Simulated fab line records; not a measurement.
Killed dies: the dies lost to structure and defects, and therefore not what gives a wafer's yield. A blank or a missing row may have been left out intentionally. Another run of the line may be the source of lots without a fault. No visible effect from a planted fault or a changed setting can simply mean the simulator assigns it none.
Comparing a struck lot with a sound one :: flow sky130 :: 19 steps out of a route of 708
Sound: these wafers, L502.1, L502.3, L502.6. Struck: wafers L508.4, L508.5. (L508.3 of the same lot was not struck and is left out.) The cause comes at the end.
At each step with rows: each side's tool, then ch and its chambers, then its first start. Under that, the readings that differ: sound wafers :: struck wafers :: difference of the means :: sigmas: that difference in standard deviations of wafers without a fault.
alike: readings with means less than 2 such deviations apart, plus words and numbers identical on both sides. not compared: withheld readings, readings lacking a value on some wafer, bounds such as >300 that could conceal the same value, and numbers that have no deviation in the record and whose values overlap.
The two part at a step that has a row with sigmas, a row that says differs or no value, or rows on one side only. Numbers that have no deviation but don't overlap get no sigmas and don't part them. A reading missing from all wafers of one side parts the sides only when that side holds two or more wafers.

first, 4 steps without rows for these wafers: SKY_VT_ADJUST_LVTN_SOFTBAKE_14 (time 60 s); SKY_VT_ADJUST_LVTN_EXPOSE_15 (exposes mask HVN STD DERIVED, target cd 600 nm); SKY_VT_ADJUST_LVTN_PEB_16; SKY_VT_ADJUST_LVTN_DEVELOP_17 (develop time 60 s).
SKY_VT_ADJUST_LVTN_OVL_MEAS_18:
  sound on overlay-01, day 10 01:03; struck on overlay-01, day 11 07:52
  alike: VT_ADJUST_LVTN_01_OVL
then, 1 step without rows for these wafers: SKY_VT_ADJUST_LVTN_IMPLANT_19.
SKY_VT_ADJUST_LVTN_STRIP_20: strips in O2/N2.
  sound on plasmaAsher-01 ch 0,1, day 10 01:14; struck on plasmaAsher-02 ch 0,1, day 11 08:05
  alike: drypumpMotorCurrentA, n2FlowSccm, oesProductAu, stripTimeToEndpointS
  not compared: rfHoursCounterH
SKY_VT_ADJUST_LVTN_TW_MEAS_21:
  sound on filmMetro-02, day 10 01:20; struck on filmMetro-02, day 11 08:10
  alike: VT_ADJUST_LVTN_2_TW
then, 4 steps without rows for these wafers: SKY_VT_ADJUST_NCORE_DEHYDRATE_00 (time 60 s); SKY_VT_ADJUST_NCORE_HMDS_01 (prime time 60 s); SKY_VT_ADJUST_NCORE_COAT_02 (resist thk 1140 nm); SKY_VT_ADJUST_NCORE_SOFTBAKE_03 (time 60 s).
SKY_VT_ADJUST_NCORE_EXPOSE_04: exposes mask LVTN COMPLEMENT THIN, target cd 380 nm.
  sound on ilineStepper-02 ch 0, day 10 12:32; struck on ilineStepper-02 ch 0, day 11 20:11
  alike: mask, stageVelMmS
then, 2 steps without rows for these wafers: SKY_VT_ADJUST_NCORE_PEB_05; SKY_VT_ADJUST_NCORE_DEVELOP_06 (develop time 60 s).
SKY_VT_ADJUST_NCORE_CD_MEAS_07 targets a cd of 380 nm.
  sound on cdSem-02, day 11 00:12; struck on cdSem-01, day 12 08:19
  alike: cdNm
SKY_VT_ADJUST_NCORE_OVL_MEAS_08:
  sound on overlay-01, day 11 00:19; struck on overlay-02, day 12 08:36
reading: VT_ADJUST_NCORE_OVL (nm)
sound: -0.1 0.4 -1.6
struck: -5.2 -6.6
difference: -5.5
sigmas: -4
  not compared: hold
then, 2 steps without rows for these wafers: SKY_VT_ADJUST_NCORE_IMPLANT_09; SKY_PAD_OPEN_PROBE_99.

## WHERE THEY PART
Only at SKY_VT_ADJUST_NCORE_OVL_MEAS_08, within this record.

WHY: whatever the simulator had introduced
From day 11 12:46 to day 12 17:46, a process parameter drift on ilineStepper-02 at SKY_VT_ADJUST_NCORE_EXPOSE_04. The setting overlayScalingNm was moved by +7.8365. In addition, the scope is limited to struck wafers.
